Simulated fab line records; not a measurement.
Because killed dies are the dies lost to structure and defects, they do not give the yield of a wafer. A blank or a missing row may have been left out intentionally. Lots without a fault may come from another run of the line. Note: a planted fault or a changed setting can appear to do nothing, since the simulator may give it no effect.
2 desks, one fault -- flow gf180mcu -- what lay behind the numbers comes last; until then each desk has only its own

METROLOGY DESK
What the gauges read for every lot (on any tool): the sampled wafers with a number, averaged. Any lot whose mean is over 4 standard deviations away from the usual mean is out of limits and marked OUT; that distance is given in the brackets.
Columns: A = DNWELL_TW at GF_DNWELL_TW_MEAS_09, usual 1348
lot,first seen here,A
L956,day 3 01:54,1348
L958,day 3 12:02,1341
L960,day 3 21:17,1340
L964,day 4 20:32,1352
L967,day 5 10:31,1354
L969,day 5 20:50,1360
L971,day 6 06:46,1352
L975,day 7 03:50,1352
L976,day 7 10:57,1337
L977,day 7 16:11,1350
L978,day 7 22:14,1351
This desk found nothing out of limits on any of the 11 lots.

THE TOOL OWNER'S DESK: rie-diel-02
The tool's own readings at GF_STI_ETCH_13 (etches the open film in CHF3/O2, stops on Si, target depth 282.31 nm, time 112.9 s): means of the sampled wafers that have a number, for each lot that ran on this tool. Any lot whose mean is over 4 standard deviations away from the usual mean is out of limits and marked OUT; that distance is given in the brackets.
Columns: A = chf3-flow-sccm at GF_STI_ETCH_13, usual 50.01 sccm; B = drypump-motor-current-A at GF_STI_ETCH_13, usual 5.5 A; C = oes-product-au at GF_STI_ETCH_13, usual 0.835 a.u.; D = run-length-s at GF_STI_ETCH_13, usual 141.3 s; E = throttle-valve-pct at GF_STI_ETCH_13, usual 8.811 %
lot,first seen here,A,B,C,D,E
L960,day 3 02:55,50.14,5.6,0.836,141.4,8.813
L967,day 4 15:31,49.91,5.4,0.839,141.4,8.819
L969,day 5 01:19,50.15,5.6,0.828,141.6,8.814
L971,day 5 11:22,49.84,5.4,0.834,141.2,8.823
L975,day 6 08:16,50.11,5.6,0.972 (+25) OUT,126.6 (-30) OUT,8.843
L976,day 6 13:44,50.04,5.4,0.970 (+25) OUT,126.1 (-31) OUT,8.849
This desk's verdict: out of limits on L975, L976, starting with L975 at day 6 08:16 (oes-product-au at GF_STI_ETCH_13). L960, L967, L969, L971: within limits.

PUT TOGETHER
At day 6 08:16, on L975, L976, the tool owner's desk was in a position to raise an alarm.
Nothing out of limits was seen by the metrology desk.
The metrology desk holds a record of L975, L976, inside its limits.
Of the lots named, all ran GF_STI_ETCH_13 on rie-diel-02.

WHAT THE SIMULATOR HAD INSERTED
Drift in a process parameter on rie-diel-02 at GF_STI_ETCH_13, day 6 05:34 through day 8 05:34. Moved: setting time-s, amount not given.
Shown lots that were struck: L975, L976.
Time in hours from fault onset to the first out-of-limits reading at each desk: the tool owner's desk, 3.
